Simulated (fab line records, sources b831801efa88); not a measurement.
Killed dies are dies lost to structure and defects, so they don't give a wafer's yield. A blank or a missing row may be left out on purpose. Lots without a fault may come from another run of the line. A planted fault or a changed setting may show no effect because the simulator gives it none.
Which tool did it? | flow gf180mcu | 13 lots, 39 wafers sampled, at 4 steps of a route of 602

WHAT THE GAUGES READ, wafer by wafer
GF_TOP_METAL_THK_MEAS_06: measures by xrf. Usual: TOP_METAL_ALCU_THK 901 nm, standard deviation 12.
lot  | measured     | on            | TOP_METAL_ALCU_THK (nm) | flag
L699 | day 27 09:02 | film_metro-02 | 880 892 882             |
L700 | day 27 17:22 | film_metro-04 | 925 921 924             |
L702 | day 28 02:36 | film_metro-03 | 913 918 915             |
L701 | day 28 03:29 | film_metro-02 | 904 901 897             |
L703 | day 28 18:37 | film_metro-04 | 910 913 910             |
L704 | day 28 18:58 | film_metro-02 | 881 891 878             |
L709 | day 30 07:24 | film_metro-03 | 900 897 896             |
L711 | day 30 21:16 | film_metro-03 | 907 920 902             |
L712 | day 31 03:55 | film_metro-02 | 897 888 895             |
L715 | day 31 16:17 | film_metro-03 | 895 897 901             |
L721 | day 33 12:08 | film_metro-03 | 892 893 898             |
L720 | day 33 13:14 | film_metro-04 | 899 893 899             |
L722 | day 33 20:26 | film_metro-04 | 910 916 916             |

WHICH TOOL RAN EACH LOT (tool, then ch and the chambers of the sampled wafers, then the start)
lot  | GF_M4_CLEAN_19                  | GF_V5_SPUTTER_22             | GF_TOP_METAL_SPUTTER_03
L699 | wet_bench-04 ch 2, day 23 13:14 | pvd_sputter-02, day 27 08:04 | pvd_sputter-01, day 27 08:52
L700 | wet_bench-01 ch 1, day 23 20:22 | pvd_sputter-01, day 27 16:23 | pvd_sputter-03, day 27 17:11
L702 | wet_bench-04 ch 2, day 24 07:14 | pvd_sputter-02, day 28 01:38 | pvd_sputter-03, day 28 02:26
L701 | wet_bench-01 ch 3, day 24 07:28 | pvd_sputter-02, day 28 02:30 | pvd_sputter-01, day 28 03:19
L703 | wet_bench-04 ch 3, day 24 23:16 | pvd_sputter-03, day 28 17:38 | pvd_sputter-03, day 28 18:26
L704 | wet_bench-04 ch 3, day 25 00:11 | pvd_sputter-01, day 28 17:59 | pvd_sputter-01, day 28 18:47
L709 | wet_bench-01 ch 0, day 26 17:38 | pvd_sputter-02, day 30 06:24 | pvd_sputter-01, day 30 07:12
L711 | wet_bench-04 ch 3, day 27 09:36 | pvd_sputter-02, day 30 20:17 | pvd_sputter-01, day 30 21:05
L712 | wet_bench-03 ch 0, day 27 17:35 | pvd_sputter-02, day 31 02:57 | pvd_sputter-03, day 31 03:45
L715 | wet_bench-03 ch 0, day 28 09:08 | pvd_sputter-03, day 31 15:19 | pvd_sputter-04, day 31 16:08
L721 | wet_bench-03 ch 3, day 30 11:26 | pvd_sputter-01, day 33 11:10 | pvd_sputter-04, day 33 11:58
L720 | wet_bench-01 ch 1, day 30 13:12 | pvd_sputter-01, day 33 12:10 | pvd_sputter-01, day 33 13:04
L722 | wet_bench-01 ch 3, day 30 18:37 | pvd_sputter-01, day 33 19:28 | pvd_sputter-03, day 33 20:16
- GF_M4_CLEAN_19: cleans in DIW.
- GF_V5_SPUTTER_22: material TiN, target thk 10 nm, time 40 s.
- GF_TOP_METAL_SPUTTER_03: material Ti, target thk 5 nm, time 3.3 s.

WHAT THE TOOLS THEMSELVES READ (means of the sampled wafers that have a number; where no wafer has one, the mark that the record gives instead)
GF_V5_SPUTTER_22. Usual: chamber_pressure_pa 5.000 Pa, standard deviation 0.011; throttle_valve_pct 30.2 %, standard deviation 1.3.
lot  | tool           | chamber_pressure_pa (Pa) | throttle_valve_pct (%) | flag
L699 | pvd_sputter-02 | 4.995                    | 29.9                   |
L700 | pvd_sputter-01 | 5.001                    | 29.0                   |
L702 | pvd_sputter-02 | 4.997                    | 30.7                   |
L701 | pvd_sputter-02 | 4.999                    | 30.2                   |
L703 | pvd_sputter-03 | 4.997                    | 30.2                   |
L704 | pvd_sputter-01 | 5.001                    | 30.6                   |
L709 | pvd_sputter-02 | 5.000                    | 30.7                   |
L711 | pvd_sputter-02 | 5.003                    | 30.2                   |
L712 | pvd_sputter-02 | 5.002                    | 30.0                   |
L715 | pvd_sputter-03 | 4.998                    | 29.9                   |
L721 | pvd_sputter-01 | 4.987                    | 29.7                   |
L720 | pvd_sputter-01 | 5.000                    | 30.3                   |
L722 | pvd_sputter-01 | 4.988                    | 30.0                   |

GF_TOP_METAL_SPUTTER_03. Usual: chamber_pressure_pa 0.3000 Pa, standard deviation 0.00061; throttle_valve_pct 29.8 %, standard deviation 1.4.
lot  | tool           | chamber_pressure_pa (Pa) | throttle_valve_pct (%) | flag
L699 | pvd_sputter-01 | 0.3003                   | 30.2                   |
L700 | pvd_sputter-03 | 0.2994                   | 30.4                   |
L702 | pvd_sputter-03 | 0.2997                   | 30.9                   |
L701 | pvd_sputter-01 | 0.3000                   | 30.9                   |
L703 | pvd_sputter-03 | 0.3000                   | 30.6                   |
L704 | pvd_sputter-01 | 0.3002                   | 30.4                   |
L709 | pvd_sputter-01 | 0.2998                   | 30.2                   |
L711 | pvd_sputter-01 | 0.3003                   | 30.8                   |
L712 | pvd_sputter-03 | 0.3001                   | 30.6                   |
L715 | pvd_sputter-04 | 0.2989                   | 28.7                   |
L721 | pvd_sputter-04 | 0.3000                   | 27.9                   |
L720 | pvd_sputter-01 | 0.3004                   | 28.6                   |
L722 | pvd_sputter-03 | 0.2996                   | 30.1                   |

THE ANSWER, worked out from the rows above alone
Rule: a lot is off if the mean of its wafers that have a number lies more than 3 standard deviations from the usual mean. A lot without any number at a reading at which 4 lots or more have one is off too. The other lots that the step has rows for count as sound. The gauges are gone through in route order, then the tools' own readings, and for those a lot's mean is taken as printed above. The first step at which some lot is off is used, and at that step the reading that is off furthest; a lot without a number counts as furthest.
No lot is off at any reading shown: from this, nothing can be told.

WHAT THE SIMULATOR HAD PUT IN
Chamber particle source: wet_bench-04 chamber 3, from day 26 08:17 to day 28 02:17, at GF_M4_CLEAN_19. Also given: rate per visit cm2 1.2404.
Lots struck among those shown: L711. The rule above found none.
